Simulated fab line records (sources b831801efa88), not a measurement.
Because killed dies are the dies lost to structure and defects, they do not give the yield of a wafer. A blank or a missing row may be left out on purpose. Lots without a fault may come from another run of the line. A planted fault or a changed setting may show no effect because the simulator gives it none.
Which tool is to blame? | flow sky130 | Sampling: 13 lots, 38 wafers, 3 of 708 route steps

## WHAT THE GAUGES SHOWED, per wafer
SKY_METAL1_RS_MEAS_05: uses a four-point probe to measure. Usual: for METAL1_ALCU_RS the level is 0.1265 ohm/sq and the standard deviation is 0.0018.
lot  | measured     | on            | METAL1_ALCU_RS (ohm/sq) | flag
L357 | day 32 02:17 | film metro-02 | 0.1265 0.1275 0.1266    |
L358 | day 32 09:53 | film metro-02 | 0.1267 0.1261 0.1288    |
L359 | day 32 13:29 | film metro-02 | 0.1284 0.1304 0.1275    |
L361 | day 33 16:58 | film metro-04 | 0.1297 0.1287 0.1308    |
L362 | day 34 03:20 | film metro-01 | 0.1259 0.1227 0.1228    |
L364 | day 34 19:52 | film metro-01 | 0.1253 0.1248 0.1255    |
L365 | day 35 10:25 | film metro-04 | 0.1278 0.1291 0.1283    |
L367 | day 35 16:39 | film metro-04 | 0.1262 0.1261 0.1254    |
L368 | day 35 20:32 | film metro-02 | 0.1238 0.1261           |
L369 | day 35 21:29 | film metro-01 | 0.1256 0.1255 0.1247    |
L375 | day 37 14:34 | film metro-01 | 0.1280 0.1298 0.1286    |
L377 | day 38 10:53 | film metro-04 | 0.1253 0.1286 0.1286    |
L378 | day 38 11:22 | film metro-01 | 0.1265 0.1271 0.1265    |

## WHICH TOOL RAN EACH LOT (tool, then ch and the chambers of the sampled wafers, then the start)
lot  | SKY_LI_CONTACT_CVD_21         | SKY_CONTACT_CVD_00
L357 | cvd w-02 ch 0,1, day 29 15:31 | pecvd-01 ch 0,1, day 30 20:56
L358 | cvd w-01 ch 0,1, day 29 22:49 | pecvd-01 ch 1,2, day 31 04:40
L359 | cvd w-01 ch 0,1, day 30 02:39 | pecvd-04 ch 0,2, day 31 08:07
L361 | cvd w-01 ch 0,1, day 31 06:57 | pecvd-03 ch 0,2, day 32 11:22
L362 | cvd w-01 ch 0,1, day 31 18:04 | pecvd-01 ch 1,2, day 32 22:00
L364 | cvd w-01 ch 0, day 32 10:56   | pecvd-03 ch 0,1, day 33 15:28
L365 | cvd w-02 ch 0,1, day 33 02:20 | pecvd-03 ch 0,2, day 34 06:07
L367 | cvd w-01 ch 0,1, day 33 07:30 | pecvd-01 ch 0,2, day 34 11:44
L368 | cvd w-01 ch 1, day 33 11:49   | pecvd-04 ch 1,2, day 34 15:42
L369 | cvd w-01 ch 0,1, day 33 13:21 | pecvd-01 ch 0,2, day 34 17:01
L375 | cvd w-02 ch 0,1, day 35 07:04 | pecvd-01 ch 0,1,2, day 36 10:49
L377 | cvd w-01 ch 0,1, day 36 02:35 | pecvd-03 ch 2, day 37 06:47
L378 | cvd w-02 ch 0,1, day 36 04:08 | pecvd-01 ch 1,2, day 37 07:22
- SKY_LI_CONTACT_CVD_21: deposits W, target thk 400 nm, time 120.56 s.
- SKY_CONTACT_CVD_00: deposits Si3N4, target thk 75 nm.

## WHAT THE TOOLS THEMSELVES READ (means of the sampled wafers that have a number; where no wafer has one, the mark that the record gives instead)
SKY_LI_CONTACT_CVD_21. Usual: heater power w at 814 W, with a standard deviation of 93.
lot  | tool     | heater power w (W) | flag
L357 | cvd w-02 | 838                |
L358 | cvd w-01 | 823                |
L359 | cvd w-01 | 813                |
L361 | cvd w-01 | 821                |
L362 | cvd w-01 | 769                |
L364 | cvd w-01 | 703                |
L365 | cvd w-02 | 888                |
L367 | cvd w-01 | 759                |
L368 | cvd w-01 | 906                |
L369 | cvd w-01 | 826                |
L375 | cvd w-02 | 900                |
L377 | cvd w-01 | 821                |
L378 | cvd w-02 | 884                |

SKY_CONTACT_CVD_00. Usual: heater power w at 734 W, with a standard deviation of 74.
lot  | tool     | heater power w (W) | flag
L357 | pecvd-01 | 838                |
L358 | pecvd-01 | 771                |
L359 | pecvd-04 | 743                |
L361 | pecvd-03 | 730                |
L362 | pecvd-01 | 776                |
L364 | pecvd-03 | 681                |
L365 | pecvd-03 | 652                |
L367 | pecvd-01 | 708                |
L368 | pecvd-04 | 840                |
L369 | pecvd-01 | 700                |
L375 | pecvd-01 | 780                |
L377 | pecvd-03 | 624                |
L378 | pecvd-01 | 795                |

## THE ANSWER, worked out from the rows above alone
Rule: lot off if the mean of its wafers having a number is beyond 3 standard deviations from the usual mean. A lot without any number at a reading at which 4 lots or more have one is off too. All remaining lots with rows at the step are treated as sound. First the gauges in route order, then the tools' own readings, where a lot's mean is used as printed above. The first step at which some lot is off is used, and at that step the reading that is off furthest; a lot without a number counts as furthest.
None of the lots is off at any reading shown; this tells nothing.

## WHAT THE SIMULATOR PUT IN
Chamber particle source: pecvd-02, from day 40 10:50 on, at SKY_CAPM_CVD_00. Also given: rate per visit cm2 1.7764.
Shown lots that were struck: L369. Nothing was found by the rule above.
